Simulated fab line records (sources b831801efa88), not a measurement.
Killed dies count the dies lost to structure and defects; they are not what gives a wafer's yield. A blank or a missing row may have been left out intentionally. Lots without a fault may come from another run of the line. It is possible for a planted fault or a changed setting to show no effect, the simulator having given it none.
2 desks, one fault    flow gf180mcu    every desk sees just its own numbers, and what lay behind them comes last

## FROM THE METROLOGY DESK
Means of the sampled wafers that have a number, per lot and without regard to the tool the lot ran on: this is what the gauges read. If a lot's mean is further than 4 standard deviations from the usual mean, the lot is out of limits and carries the mark OUT (the distance appears in the brackets).
Columns: A = INCOMING_BOW at GF_STI_BOW_MEAS_00, usual 1 um; B = STI_OXIDATION_THK at GF_STI_THK_MEAS_02, usual 10.12 nm; C = STI_CVD_03_THK at GF_STI_THK_MEAS_04, usual 207.8 nm
lot   first seen here  A   B      C
L106  day 2 21:02      0   9.67   207.3
L109  day 3 12:02      -3  10.04  209.0
L116  day 4 23:01      2   10.41  207.4
L117  day 5 04:00      -1  10.11  209.8
L120  day 5 19:00      -1  10.12  206.3
L121  day 6 00:01      0   10.05  205.6
This desk's verdict: no lot among the 6 shows anything out of limits.

## AT THE TOOL OWNER'S DESK: krfScanner-02
The tool's own readings at GF_STI_EXPOSE_09 (exposes mask COMP, target cd 220 nm): means of the sampled wafers that have a number, for each lot that ran on this tool. If a lot's mean is further than 4 standard deviations from the usual mean, the lot is out of limits and carries the mark OUT (the distance appears in the brackets).
Columns: A = exposureDoseMJCm2 at GF_STI_EXPOSE_09, usual 27.99
lot   first seen here  A
L106  day 3 07:12      28.03
L116  day 5 11:27      27.98
L120  day 6 07:20      27.98
This desk's verdict: no lot among the 3 shows anything out of limits.

## BROUGHT TOGETHER
The metrology desk saw nothing out of limits.
Nothing out of limits was seen by the tool owner's desk.

## WHAT HAD BEEN PUT IN BY THE SIMULATOR
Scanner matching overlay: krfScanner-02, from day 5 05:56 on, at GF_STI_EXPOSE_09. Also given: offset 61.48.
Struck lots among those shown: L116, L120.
